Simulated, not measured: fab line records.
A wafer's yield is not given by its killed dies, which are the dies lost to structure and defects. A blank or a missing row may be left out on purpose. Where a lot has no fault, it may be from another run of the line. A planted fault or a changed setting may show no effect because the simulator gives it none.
A lot that was struck, set against a sound lot	flow gf180mcu	15 steps out of a route of 602
Sound: these wafers, L203.1, L203.2, L203.3. Wafers L209.1, L209.3, L209.6 were the ones struck. The cause is given at the end.
Order at every step that has rows: each side's tool, ch and its chambers, its first start. Under that, the readings that differ: sound wafers	struck wafers	difference of the means	sigmas: that difference in standard deviations of wafers without a fault.
alike: words and numbers the same on both sides, and readings whose means are apart by under 2 such deviations; not compared: readings that were withheld, readings missing a value for some wafer, numbers with overlapping values and no deviation given by the record, and bounds like >300 which may hide the same value.
A row with sigmas, a row that says differs or no value, or rows on one side alone: a step with any of these is where the two part. Numbers that have no deviation but don't overlap get no sigmas and don't part them. A reading that every wafer of one side lacks parts them only if that side has two wafers or more.

GF_POLY_GATE_THK_MEAS_01:
  sound on film-metro-02, day 9 03:51; struck on film-metro-03, day 11 15:58
  alike: POLY_GATE_CVD_00_THK
then, 8 steps without rows for these wafers: GF_POLY_GATE_DEHYDRATE_02 (time 60 s); GF_POLY_GATE_HMDS_03 (prime time 60 s); GF_POLY_GATE_COAT_04; GF_POLY_GATE_COAT_05 (resist thk 700 nm); GF_POLY_GATE_SOFTBAKE_06 (time 60 s); GF_POLY_GATE_EXPOSE_07 (exposes mask Poly2, target cd 280 nm); GF_POLY_GATE_PEB_08 (peb time 90 s); GF_POLY_GATE_DEVELOP_09 (develop time 60 s).
GF_POLY_GATE_CD_MEAS_10: the cd target is 280 nm.
  sound on cd-sem-02, day 9 21:12; struck on cd-sem-01, day 12 11:30
  alike: cd-nm
GF_POLY_GATE_OVL_MEAS_11:
  sound on overlay-02, day 9 21:19; struck on overlay-02, day 12 11:37
  alike: POLY_GATE_OVL
GF_POLY_GATE_ETCH_12: etches BARC in N2/H2.
  sound on rie-diel-02 ch 0,2,3, day 9 21:22; struck on rie-diel-01 ch 0,2, day 12 11:40
  alike: drypump-motor-current-A, oes-product-au, throttle-valve-pct
GF_POLY_GATE_ETCH_13: etches poly-Si in HBr/Cl2, stops on SiO2, target depth 198.5 nm, time 69.6 s.
  sound on rie-si-02 ch 0,1,2, day 9 21:25; struck on rie-si-02 ch 1,2,3, day 12 11:43
reading	sound	struck	difference	sigmas
run-length-s (s)	98.4 98.0 98.0	81.5 80.9 81.0	-17.0	-40
model.etch.depth-nm (nm)	198.3 195.8 193.4	147.5 149.1 152.3	-46.2	
model.POLY_GATE.feature-depth-nm (nm)	198.3 195.8 193.4	147.5 149.1 152.3	-46.2	
  alike: drypump-motor-current-A, oes-product-au, throttle-valve-pct
  not compared: rf-hours-counter-h
GF_POLY_GATE_STRIP_14: strips in O2/N2.
  sound on plasma-asher-02 ch 0,1, day 9 21:28; struck on plasma-asher-01 ch 0,1, day 12 11:46
  alike: drypump-motor-current-A, heater-power-w, oes-product-au
  not compared: rf-hours-counter-h
next, for these wafers, 1 step has no rows: GF_PASSIVATION_PROBE_99.

== WHERE THEY PART ==
GF_POLY_GATE_ETCH_13 only, going by this record. Later steps at which nothing parts them and some readings are alike: GF_POLY_GATE_STRIP_14.

WHY: what had been put in by the simulator
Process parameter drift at GF_POLY_GATE_ETCH_13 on rie-si-02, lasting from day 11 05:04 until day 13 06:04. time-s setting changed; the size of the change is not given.
